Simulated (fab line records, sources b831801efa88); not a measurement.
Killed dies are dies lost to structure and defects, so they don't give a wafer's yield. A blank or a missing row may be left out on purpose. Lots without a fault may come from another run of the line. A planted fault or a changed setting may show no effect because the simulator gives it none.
A struck lot beside a sound one | flow sky130 | 21 steps out of a route of 708
Sound: wafers L719.3, L719.4, L719.5. Struck: wafer L712.5. (L712.1, L712.3 of the same lot were not struck and are left out.) The cause comes at the end.
At each step with rows: each side's tool, then ch and its chambers, then its first start. Under that, the readings that differ: sound wafers | struck wafers | difference of the means | sigmas: that difference in standard deviations of wafers without a fault.
alike: readings whose means differ by less than 2 such deviations, and words and numbers that are the same on both sides. not compared: withheld readings, readings that some wafer has no value for, bounds like >300 that may hide the same value, and numbers for which the record gives no deviation and whose values overlap.
The two part at a step that has a row with sigmas, a row that says differs or no value, or rows on one side only. Numbers that don't overlap but have no deviation are shown without sigmas and don't part them. A reading that every wafer of one side lacks parts them only if that side has two wafers or more.

first, 4 steps without rows for these wafers: SKY_RES_XHIGH_EXPOSE_04 (exposes mask URPM, target cd 1270 nm); SKY_RES_XHIGH_PEB_05; SKY_RES_XHIGH_DEVELOP_06 (develop time 60 s); SKY_RES_XHIGH_IMPLANT_07.
SKY_RES_XHIGH_STRIP_08: strips in O2/N2.
  sound on plasma_asher-02 ch 0,1, day 31 01:51; struck on plasma_asher-03 ch 0, day 28 18:07
  alike: drypump_motor_current_A, oes_product_au, strip_time_to_endpoint_s
  not compared: rf_hours_counter_h
SKY_RES_XHIGH_TW_MEAS_09:
  sound on film_metro-04, day 31 01:56; struck on film_metro-04, day 28 18:13
  alike: RES_XHIGH_TW
then, 6 steps without rows for these wafers: SKY_SD_N_DEHYDRATE_00 (time 60 s); SKY_SD_N_HMDS_01 (prime time 60 s); SKY_SD_N_COAT_02 (resist thk 1140 nm); SKY_SD_N_SOFTBAKE_03 (time 60 s); SKY_SD_N_EXPOSE_04 (exposes mask NSDM, target cd 380 nm); SKY_SD_N_PEB_05.
SKY_SD_N_DEVELOP_06: develop time 60 s.
  sound on litho_track-01 ch 0, day 32 05:47; struck on litho_track-04 ch 0, day 29 22:03
  reading                | sound             | struck | difference | sigmas
  resist_line_temp_C (C) | 22.82 22.90 22.81 | 23.10  | +0.26      | +2
  alike: developer_temp_C
SKY_SD_N_CD_MEAS_07: target cd 380 nm.
  sound on cd_sem-02, day 32 05:55; struck on cd_sem-02, day 29 22:12
  not compared: cd_nm
SKY_SD_N_OVL_MEAS_08:
  sound on overlay-02, day 32 06:01; struck on overlay-01, day 29 22:19
  not compared: SD_N_OVL
then, 2 steps without rows for these wafers: SKY_SD_N_IMPLANT_09; SKY_SD_N_IMPLANT_10.
SKY_SD_N_STRIP_11: strips in O2/N2.
  sound on plasma_asher-01 ch 0,1, day 32 06:22; struck on plasma_asher-03 ch 0, day 29 22:42
  alike: drypump_motor_current_A, oes_product_au, strip_time_to_endpoint_s
  not compared: rf_hours_counter_h
SKY_SD_N_TW_MEAS_12:
  sound on film_metro-04, day 32 06:28; struck on film_metro-01, day 29 22:48
  reading | sound          | struck | difference | sigmas
  SD_N_TW | 3948 3952 3923 | 30     | -3911      | -99 or more
then, 1 step without rows for these wafers: SKY_SD_N_CLEAN_13 (cleans in SC1/SC2, time 150 s).
-- the record jumps here: 17 days lie between the struck wafers' starts before and after (it left off in module SD_N and takes up again in module PAD_OPEN, whose first step shown is number 708 of the route) --
SKY_PAD_OPEN_PROBE_99:
  sound on prober-02, day 49 03:17; struck on prober-01, day 47 08:14
  reading             | sound    | struck | difference | sigmas
  killed_at_M0_to_M3  | 44 45 53 | 32     | -15        | -2
  killed_at_front_end | 13 10 16 | 430    | +417       | +87
  killed_at_other     | 2 2 0    | 0      | -1         | -2
  killed_dies         | 87 90 89 | 492    | +403       | +42
  killed_on_rim       | 18 17 15 | 96     | +79        | +19
  alike: killed_at_M4_up, killed_at_contacts, killed_open, killed_short

WHERE THEY PART
First at SKY_SD_N_DEVELOP_06; last, within this record, at SKY_PAD_OPEN_PROBE_99.

WHY: what the simulator had put in
Process parameter drift: litho_track-04, from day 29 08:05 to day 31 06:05, at SKY_SD_N_DEVELOP_06. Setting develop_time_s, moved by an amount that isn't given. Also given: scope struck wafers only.
